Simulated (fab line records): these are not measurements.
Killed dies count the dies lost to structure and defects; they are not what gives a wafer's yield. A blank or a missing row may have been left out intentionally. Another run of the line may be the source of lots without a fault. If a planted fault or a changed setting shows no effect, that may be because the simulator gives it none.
What tool caused it? :: flow sky130 :: 12 lots with 35 wafers sampled at 3 steps, on a route of 708 steps

== WHAT EACH GAUGE READ, for each wafer ==
SKY_VIA1_OVL_MEAS_13.
lot: L334
measured: day 35 04:07
on: overlay-02
VIA1_OVL (nm): 1 5 6

lot: L337
measured: day 36 03:31
on: overlay-01
VIA1_OVL (nm): 6 6 4

lot: L339
measured: day 36 08:34
on: overlay-01
VIA1_OVL (nm): -2 0 -3

lot: L338
measured: day 36 19:25
on: overlay-02
VIA1_OVL (nm): 6 8 4

lot: L340
measured: day 37 10:31
on: overlay-01
VIA1_OVL (nm): -2 2 3

lot: L347
measured: day 38 22:46
on: overlay-01
VIA1_OVL (nm): -7 1 -7

lot: L344
measured: day 38 23:08
on: overlay-02
VIA1_OVL (nm): 4 6 0

lot: L345
measured: day 38 23:29
on: overlay-01
VIA1_OVL (nm): -2 6 2

lot: L348
measured: day 39 00:07
on: overlay-02
VIA1_OVL (nm): 7 -1 2

lot: L354
measured: day 40 04:05
on: overlay-01
VIA1_OVL (nm): 1 4

lot: L355
measured: day 40 15:19
on: overlay-01
VIA1_OVL (nm): 0 -4 2

lot: L357
measured: day 41 00:13
on: overlay-02
VIA1_OVL (nm): -10 -1 1

SKY_METAL2_CD_MEAS_15 targets a cd of 140 nm.
lot: L334
measured: day 36 07:36
on: cd sem-01
cd nm (nm): 140.2 140.0 137.0

lot: L337
measured: day 37 06:07
on: cd sem-01
cd nm (nm): 142.2 140.3 142.3

lot: L339
measured: day 37 11:57
on: cd sem-01
cd nm (nm): 140.0 140.1 139.1

lot: L338
measured: day 37 22:12
on: cd sem-01
cd nm (nm): 141.0 140.3 140.5

lot: L340
measured: day 38 13:47
on: cd sem-01
cd nm (nm): 141.9 141.3 141.5

lot: L347
measured: day 40 00:38
on: cd sem-02
cd nm (nm): 142.8 141.5 140.1

lot: L344
measured: day 40 01:02
on: cd sem-01
cd nm (nm): 137.9 139.6 140.0

lot: L345
measured: day 40 01:41
on: cd sem-01
cd nm (nm): 140.0 138.0 140.0

lot: L348
measured: day 40 02:16
on: cd sem-02
cd nm (nm): 140.3 138.5 139.6

lot: L354
measured: day 41 05:31
on: cd sem-01
cd nm (nm): 138.0 137.4

lot: L355
measured: day 41 16:27
on: cd sem-02
cd nm (nm): 142.6 141.8 142.2

lot: L357
measured: day 42 01:36
on: cd sem-01
cd nm (nm): 140.2 140.7 140.3

== TOOL THAT RAN EACH LOT (tool first, then ch and the chambers of the sampled wafers, then the start) ==
lot: L334
SKY_METAL2_SPUTTER_03: pvd sputter-02, day 35 05:35

lot: L337
SKY_METAL2_SPUTTER_03: pvd sputter-04, day 36 04:56

lot: L339
SKY_METAL2_SPUTTER_03: pvd sputter-04, day 36 10:00

lot: L338
SKY_METAL2_SPUTTER_03: pvd sputter-02, day 36 20:56

lot: L340
SKY_METAL2_SPUTTER_03: pvd sputter-02, day 37 12:00

lot: L347
SKY_METAL2_SPUTTER_03: pvd sputter-02, day 39 00:11

lot: L344
SKY_METAL2_SPUTTER_03: pvd sputter-01, day 39 00:32

lot: L345
SKY_METAL2_SPUTTER_03: pvd sputter-02, day 39 00:53

lot: L348
SKY_METAL2_SPUTTER_03: pvd sputter-01, day 39 01:47

lot: L354
SKY_METAL2_SPUTTER_03: pvd sputter-01, day 40 05:36

lot: L355
SKY_METAL2_SPUTTER_03: pvd sputter-02, day 40 16:47

lot: L357
SKY_METAL2_SPUTTER_03: pvd sputter-04, day 41 01:38
- SKY_METAL2_SPUTTER_03: material Ti, target thk 5 nm, time 3.3 s.

== AS READ BY THE TOOLS THEMSELVES (means over the sampled wafers that have a number; for cases with no such wafer, the mark the record gives instead) ==
SKY_METAL2_SPUTTER_03.
lot: L334
tool: pvd sputter-02
cathode dc power W (W): 2999.8
throttle valve pct (%): 31.3

lot: L337
tool: pvd sputter-04
cathode dc power W (W): 2999.3
throttle valve pct (%): 30.3

lot: L339
tool: pvd sputter-04
cathode dc power W (W): 3000.1
throttle valve pct (%): 30.2

lot: L338
tool: pvd sputter-02
cathode dc power W (W): 3000.1
throttle valve pct (%): 30.0

lot: L340
tool: pvd sputter-02
cathode dc power W (W): 3000.0
throttle valve pct (%): 31.0

lot: L347
tool: pvd sputter-02
cathode dc power W (W): 3000.2
throttle valve pct (%): 31.3

lot: L344
tool: pvd sputter-01
cathode dc power W (W): 3000.1
throttle valve pct (%): 29.3

lot: L345
tool: pvd sputter-02
cathode dc power W (W): 3000.0
throttle valve pct (%): 30.9

lot: L348
tool: pvd sputter-01
cathode dc power W (W): 2999.9
throttle valve pct (%): 29.7

lot: L354
tool: pvd sputter-01
cathode dc power W (W): 3000.2
throttle valve pct (%): 28.6

lot: L355
tool: pvd sputter-02
cathode dc power W (W): 3000.5
throttle valve pct (%): 31.3

lot: L357
tool: pvd sputter-04
cathode dc power W (W): 2999.9
throttle valve pct (%): 30.4

== THE ANSWER, worked out from the rows above alone ==
Rule: the usual values come from the lots themselves. The widest of any qualifying gaps counts: lots, ordered by their means at a reading, are off when they make up no more than a third of the lots, leave a main group of 4 or more, and stand apart from it by 3 or more times the standard deviation of that group's means. A main group is skipped when, at the precision printed for the reading in the tables above, its means are all equal. A lot without any number at a reading at which 4 lots or more have one is off too. The other lots that the step has rows for count as sound. First the gauges in route order, then the tools' own readings, where a lot's mean is used as printed above. At the first step where some lot is off, the reading lying furthest off is the one used; lots without a number count as furthest.
None of the lots is off at any reading shown; this tells nothing.

== WHAT THE SIMULATOR PUT IN ==
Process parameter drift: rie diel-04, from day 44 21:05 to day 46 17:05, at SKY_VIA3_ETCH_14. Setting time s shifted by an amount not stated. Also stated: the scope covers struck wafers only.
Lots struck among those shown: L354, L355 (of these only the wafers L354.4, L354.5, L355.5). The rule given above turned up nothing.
